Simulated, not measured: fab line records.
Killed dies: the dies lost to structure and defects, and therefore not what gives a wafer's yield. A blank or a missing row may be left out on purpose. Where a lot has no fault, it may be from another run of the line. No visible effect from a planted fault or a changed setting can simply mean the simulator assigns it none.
Code-filled problem report in 8D (eight disciplines) form :: flow gf180mcu :: the parts of the form that need people (team, actions taken, sign-off) are left out

## 1. THE ISSUE
VT_IMPLANT_3_TW at GF_VT_IMPLANT_TW_MEAS_32 reads a mean of 259.8 on 1 wafer of 1 lot; wafers without a fault read 268.3 with a standard deviation of 1.2. That is -7.1 standard deviations from the usual mean.
The first sign was on wafer L708.4 at day 11 11:25, on film metro-02. The record holds 39 wafers of 13 lots with a number at this step. Rule for "out", or "out of limits": more than 4 standard deviations from the usual mean. The other wafers with a number count as sound.

## 2. WHAT IT IS; WHAT IT IS NOT
question: which readings at this step
is: VT_IMPLANT_3_TW
is not: -

question: which lots
is: L708
is not: L692, L694, L697, L698, L699, L700, L701, L702, L703, L705, L710, L714

question: which wafers of those lots
is: L708.4
is not: L708.5, L708.6

question: read on which gauges
is: film metro-02
is not: film metro-01, film metro-03

question: when
is: from day 11 11:25
is not: up to then (32 sound wafers); but 6 sound wafers of L710, L714 came after

## 3. SUSPECTS, AND WHAT RULES EACH OUT
Counting: any tool at a process step up to the reading remains a suspect provided it ran every lot that is out. Sound lots after the first of them don't rule it out here, since some wafers of a struck lot are sound.
- the gauge at GF_VT_IMPLANT_TW_MEAS_32: kept. All the wafers that are out were read on film metro-02, and no step on other tools shows them out.
- implanter-01 at GF_VT_IMPLANT_IMPLANT_30: kept. It processed L708, the lot that is out, at day 11 11:13, and its most recent sound lot before then was L703 at day 10 06:11.
Left after counting: implanter-01 at GF_VT_IMPLANT_IMPLANT_30, film metro-02 at GF_VT_IMPLANT_TW_MEAS_32.

## 4. THE CAUSE (what the simulator had put in)
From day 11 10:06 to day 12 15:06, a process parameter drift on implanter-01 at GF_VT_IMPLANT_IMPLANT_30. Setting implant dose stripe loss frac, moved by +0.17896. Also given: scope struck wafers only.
Counting leaves 2 suspects; this tool is one of them.

## 5. THE EFFECT CHAIN, in route order
Each row: a reading where the mean over the struck wafers with a number is more than 3 standard deviations away from the usual. Readings are gone through only where the record gives a usual standard deviation; hours: the median, over the lots, of the time from a lot's start at the first step in this table giving one to that lot's start at this step; sigmas: the change measured in usual standard deviations.
hours: 0
step: GF_VT_IMPLANT_TW_MEAS_32
reading: VT_IMPLANT_3_TW
usual: 268.3
on struck wafers: 259.8
change: -8.5
sigmas: -7.1
Later steps that measure or inspect, where all struck wafers having a row at the step show a number for every such reading and not one has moved that far: GF_VT_IMPLANT_OVL_MEAS_40, GF_VT_IMPLANT_RS_MEAS_49.

## 6. WHAT WOULD HAVE CAUGHT IT SOONER
In this record the first reading out of limits at a measuring or inspecting step was taken at day 11 11:25, 1 hour after the fault began at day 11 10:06.
By day 11 11:25, every lot that is out (1) had started GF_VT_IMPLANT_IMPLANT_30 on implanter-01. A hold on the tool at that time would have spared none of them.
